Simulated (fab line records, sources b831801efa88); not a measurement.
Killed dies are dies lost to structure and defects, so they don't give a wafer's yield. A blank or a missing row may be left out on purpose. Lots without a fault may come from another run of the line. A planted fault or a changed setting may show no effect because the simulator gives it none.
Which tool did it? | flow gf180mcu | 12 lots, 36 wafers sampled, at 5 steps of a route of 602

WHAT THE GAUGES READ, wafer by wafer
GF_V3_THK_MEAS_03. Usual: V3_CVD_02_THK 850 nm, standard deviation 10.
lot  | measured     | on            | V3_CVD_02_THK (nm) | flag
L195 | day 21 18:10 | film_metro-02 | 841 856 854        |
L196 | day 22 04:11 | film_metro-02 | 849 843 861        |
L197 | day 22 18:34 | film_metro-01 | 847 843 860        |
L198 | day 23 05:15 | film_metro-03 | 836 827 847        |
L199 | day 23 08:00 | film_metro-01 | 848 847 858        |
L208 | day 26 10:01 | film_metro-01 | 857 860 852        |
L209 | day 26 13:40 | film_metro-03 | 858 857 866        |
L210 | day 27 00:52 | film_metro-03 | 836 851 837        |
L211 | day 27 04:50 | film_metro-03 | 841 856 861        |
L213 | day 28 01:52 | film_metro-02 | 842 856 854        |
L214 | day 28 04:26 | film_metro-03 | 848 853 869        |
L215 | day 28 06:41 | film_metro-03 | 849 848 854        |

GF_V4_THK_MEAS_01. Usual: V4_CVD_00_THK 598 nm, standard deviation 5.6.
lot  | measured     | on            | V4_CVD_00_THK (nm) | flag
L195 | day 23 20:02 | film_metro-02 | 595 587 592        |
L196 | day 24 04:37 | film_metro-01 | 593 588 583        |
L197 | day 24 18:19 | film_metro-02 | 597 594 607        |
L198 | day 25 04:40 | film_metro-04 | 481 473 466        | OFF
L199 | day 25 07:10 | film_metro-01 | 475 479 472        | OFF
L208 | day 28 05:17 | film_metro-01 | 594 595 601        |
L209 | day 28 08:31 | film_metro-02 | 606 598 601        |
L210 | day 28 19:32 | film_metro-04 | 596 592 594        |
L211 | day 28 22:08 | film_metro-01 | 601 596 595        |
L213 | day 29 18:43 | film_metro-04 | 603 606 590        |
L214 | day 29 22:53 | film_metro-01 | 601 607 595        |
L215 | day 30 00:26 | film_metro-04 | 603 596 598        |

WHICH TOOL RAN EACH LOT (tool, then ch and the chambers of the sampled wafers, then the start)
lot  | GF_V3_CMP_04                  | GF_V3_SPUTTER_22             | GF_V4_CVD_00
L195 | cmp-01 ch 0,1,3, day 21 18:19 | pvd_sputter-03, day 22 19:28 | hdpcvd-02 ch 0,2, day 23 19:57
L196 | cmp-01 ch 1,2, day 22 04:14   | pvd_sputter-04, day 23 04:25 | hdpcvd-01 ch 0,2, day 24 04:30
L197 | cmp-01 ch 1,2,3, day 22 18:40 | pvd_sputter-03, day 23 18:32 | hdpcvd-02 ch 0,2, day 24 18:14
L198 | cmp-01 ch 0,1,2, day 23 05:19 | pvd_sputter-01, day 24 04:41 | hdpcvd-02 ch 0,1, day 25 04:36
L199 | cmp-01 ch 0,1,2, day 23 08:07 | pvd_sputter-03, day 24 07:33 | hdpcvd-02 ch 0,2, day 25 07:05
L208 | cmp-02 ch 1,2,3, day 26 10:12 | pvd_sputter-03, day 27 07:52 | hdpcvd-01 ch 0,1,2, day 28 05:14
L209 | cmp-01 ch 0,1,2, day 26 13:52 | pvd_sputter-04, day 27 10:29 | hdpcvd-02 ch 0,1, day 28 08:25
L210 | cmp-01 ch 1,2,3, day 27 00:59 | pvd_sputter-03, day 27 22:16 | hdpcvd-02 ch 0,1,2, day 28 19:28
L211 | cmp-02 ch 0,1, day 27 04:55   | pvd_sputter-03, day 28 01:32 | hdpcvd-02 ch 0,1,2, day 28 22:03
L213 | cmp-01 ch 1,2,3, day 28 02:04 | pvd_sputter-01, day 28 21:47 | hdpcvd-02 ch 0,1, day 29 18:38
L214 | cmp-01 ch 0,2, day 28 04:32   | pvd_sputter-01, day 29 01:15 | hdpcvd-02 ch 0,1,2, day 29 22:49
L215 | cmp-01 ch 2,3, day 28 06:44   | pvd_sputter-01, day 29 03:09 | hdpcvd-01 ch 0,1,2, day 30 00:20
- GF_V3_CMP_04: polishes SiO2.
- GF_V3_SPUTTER_22: material TiN, target thk 10 nm, time 40 s.
- GF_V4_CVD_00: deposits SiO2, target thk 600 nm, time 100 s.

WHAT THE TOOLS THEMSELVES READ (means of the sampled wafers that have a number; where no wafer has one, the mark that the record gives instead)
GF_V3_CMP_04. Usual: motor_current_A 12.2 A, standard deviation 1.1; platen_rpm 60.00 rpm, standard deviation 0.037; time_to_endpoint_s 80 s, standard deviation 5.4.
lot  | tool   | motor_current_A (A) | platen_rpm (rpm) | time_to_endpoint_s (s) | flag
L195 | cmp-01 | 12.8                | 60.06            | 78                     |
L196 | cmp-01 | 12.0                | 59.99            | 78                     |
L197 | cmp-01 | 12.5                | 60.00            | 78                     |
L198 | cmp-01 | 12.0                | 60.01            | 76                     |
L199 | cmp-01 | 12.5                | 59.98            | 84                     |
L208 | cmp-02 | 11.0                | 59.99            | 85                     |
L209 | cmp-01 | 12.4                | 59.99            | 86                     |
L210 | cmp-01 | 12.8                | 60.01            | 77                     |
L211 | cmp-02 | 11.5                | 59.99            | 76                     |
L213 | cmp-01 | 12.7                | 59.98            | 83                     |
L214 | cmp-01 | 12.7                | 60.00            | 89                     |
L215 | cmp-01 | 13.4                | 60.01            | 82                     |

GF_V3_SPUTTER_22. Usual: cathode_dc_power_W 3999.9 W, standard deviation 0.75; throttle_valve_pct 30.5 %, standard deviation 0.91.
lot  | tool           | cathode_dc_power_W (W) | throttle_valve_pct (%) | flag
L195 | pvd_sputter-03 | 4000.9                 | 30.5                   |
L196 | pvd_sputter-04 | 4000.2                 | 30.3                   |
L197 | pvd_sputter-03 | 4000.8                 | 30.3                   |
L198 | pvd_sputter-01 | 3999.5                 | 30.8                   |
L199 | pvd_sputter-03 | 4000.2                 | 30.7                   |
L208 | pvd_sputter-03 | 4000.3                 | 30.4                   |
L209 | pvd_sputter-04 | 4000.3                 | 30.8                   |
L210 | pvd_sputter-03 | 4000.0                 | 30.6                   |
L211 | pvd_sputter-03 | 4000.4                 | 30.5                   |
L213 | pvd_sputter-01 | 4000.2                 | 29.8                   |
L214 | pvd_sputter-01 | 3999.9                 | 29.8                   |
L215 | pvd_sputter-01 | 4000.3                 | 30.3                   |

GF_V4_CVD_00. Usual: sih4_flow_sccm 60.01 sccm, standard deviation 0.2.
lot  | tool      | sih4_flow_sccm (sccm) | flag
L195 | hdpcvd-02 | 60.25                 |
L196 | hdpcvd-01 | 60.07                 |
L197 | hdpcvd-02 | 59.87                 |
L198 | hdpcvd-02 | 48.05                 | OFF
L199 | hdpcvd-02 | 47.98                 | OFF
L208 | hdpcvd-01 | 60.11                 |
L209 | hdpcvd-02 | 60.13                 |
L210 | hdpcvd-02 | 59.96                 |
L211 | hdpcvd-02 | 60.16                 |
L213 | hdpcvd-02 | 60.09                 |
L214 | hdpcvd-02 | 60.02                 |
L215 | hdpcvd-01 | 59.90                 |

THE ANSWER, worked out from the rows above alone
Rule: a lot is off if the mean of its wafers that have a number lies more than 3 standard deviations from the usual mean. A lot without any number at a reading at which 4 lots or more have one is off too. The other lots that the step has rows for count as sound. The gauges are gone through in route order, then the tools' own readings, and for those a lot's mean is taken as printed above. The first step at which some lot is off is used, and at that step the reading that is off furthest; a lot without a number counts as furthest.
Off: L198, L199, at GF_V4_THK_MEAS_01 (V4_CVD_00_THK).
A tool fits if, at a process step before that reading, it ran every lot that is off, and no sound lot after the first of them. The gauges at GF_V4_THK_MEAS_01 aren't tried: what is off there is off at GF_V4_CVD_00 too, on other tools, and a gauge's error can't cause that. None of those tried fits.

WHAT THE SIMULATOR HAD PUT IN
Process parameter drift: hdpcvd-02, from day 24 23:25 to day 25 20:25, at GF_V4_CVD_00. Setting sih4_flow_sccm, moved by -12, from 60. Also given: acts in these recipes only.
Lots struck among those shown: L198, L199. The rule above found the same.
